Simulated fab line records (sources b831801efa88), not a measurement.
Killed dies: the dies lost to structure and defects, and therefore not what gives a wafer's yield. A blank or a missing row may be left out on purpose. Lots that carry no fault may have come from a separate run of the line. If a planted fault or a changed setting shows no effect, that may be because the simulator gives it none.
Problem report, 8D (eight disciplines) form, completed by code | flow gf180mcu | the parts of the form that need people (team, actions taken, sign-off) are left out

## 1. THE ISSUE
Wafers without a fault read 7.04 s, standard deviation 0.066; strip time to endpoint s at GF_M5_STRIP_11 reads a mean of 5.72 s on 6 wafers belonging to 2 lots. That is -20 standard deviations from the usual mean.
The step: strips in O2/N2.
Earliest sighting: wafer L239.1 on plasma asher-03 at day 28 02:16. The record has a number at this step for 31 wafers belonging to 11 lots. Rule for "out" (also "out of limits"): further than 4 standard deviations from the usual mean. All remaining wafers that have a number are taken as sound.

## 2. WHAT IT IS, WHAT IT ISN'T
question                    | is                                       | is not
which readings at this step | strip time to endpoint s, oes product au | chamber pressure mTorr, drypump motor current A, heater power w
which lots                  | L239, L241                               | L233, L234, L235, L236, L251, L252, L253, L254, L255
which wafers of those lots  | all that have a number                   | -
read on which tools         | plasma asher-03, plasma asher-04         | plasma asher-02
when                        | from day 28 02:16                        | up to then (12 sound wafers); but 13 sound wafers of L251, L252, L253, L254, L255 came after

## 3. THE SUSPECTS, EACH WITH WHAT RULES IT OUT
Counting: a tool at a process step up to the reading stays a suspect if it ran every lot that is out and no sound lot after the first of them.
- pvd sputter-04 at GF_MIM_SPUTTER_03 (material Ti, target thk 10 nm, time 6.7 s): ruled out as a lasting fault. The sound lots L251 went through it after L239, its earliest lot that is out (day 26 08:41).
- rie metal-02 at GF_M5_METAL_ETCH_10 (etches the open film in Cl2/BCl3, stops on SiO2, target depth 750.8 nm, time 125.1 s): ruled out as a lasting fault. The sound lots L251, L253 went through it after L239, its earliest lot that is out (day 28 02:08).
Left after counting: nothing in the record.

## 4. THE CAUSE (what the simulator had put in)
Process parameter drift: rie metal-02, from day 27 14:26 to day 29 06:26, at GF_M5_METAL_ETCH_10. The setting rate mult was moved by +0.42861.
Counting ruled it out, wrongly: the rule takes a fault to strike every lot that its tool runs from its start on, and this one did not.

## 5. SEQUENCE OF EFFECTS, ordered by route
Each row: a reading where the mean over the struck wafers with a number is more than 3 standard deviations away from the usual. Only readings whose record carries a usual standard deviation are examined. hours: median over the lots of the time between each lot's start at the first step of this table that gives one and its start at this step. sigmas: the change, counted in usual standard deviations.
hours | step           | reading                  | usual      | on struck wafers | change | sigmas
0     | GF_M5_STRIP_11 | oes product au           | 0.522 a.u. | 0.466            | -0.056 | -10
0     | GF_M5_STRIP_11 | strip time to endpoint s | 7.04 s     | 5.72             | -1.32  | -20
Process steps it contains:
- GF_M5_STRIP_11: strips in O2/N2.

## 6. WHAT WOULD HAVE CAUGHT IT SOONER
In this record the first reading out of limits was taken at day 28 02:16, 12 hours after the fault began at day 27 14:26.
Tool readings at GF_M5_METAL_ETCH_10 with a usual standard deviation given in the record: none out on any struck wafer, hence no alarm at a limit of 4 standard deviations on them.
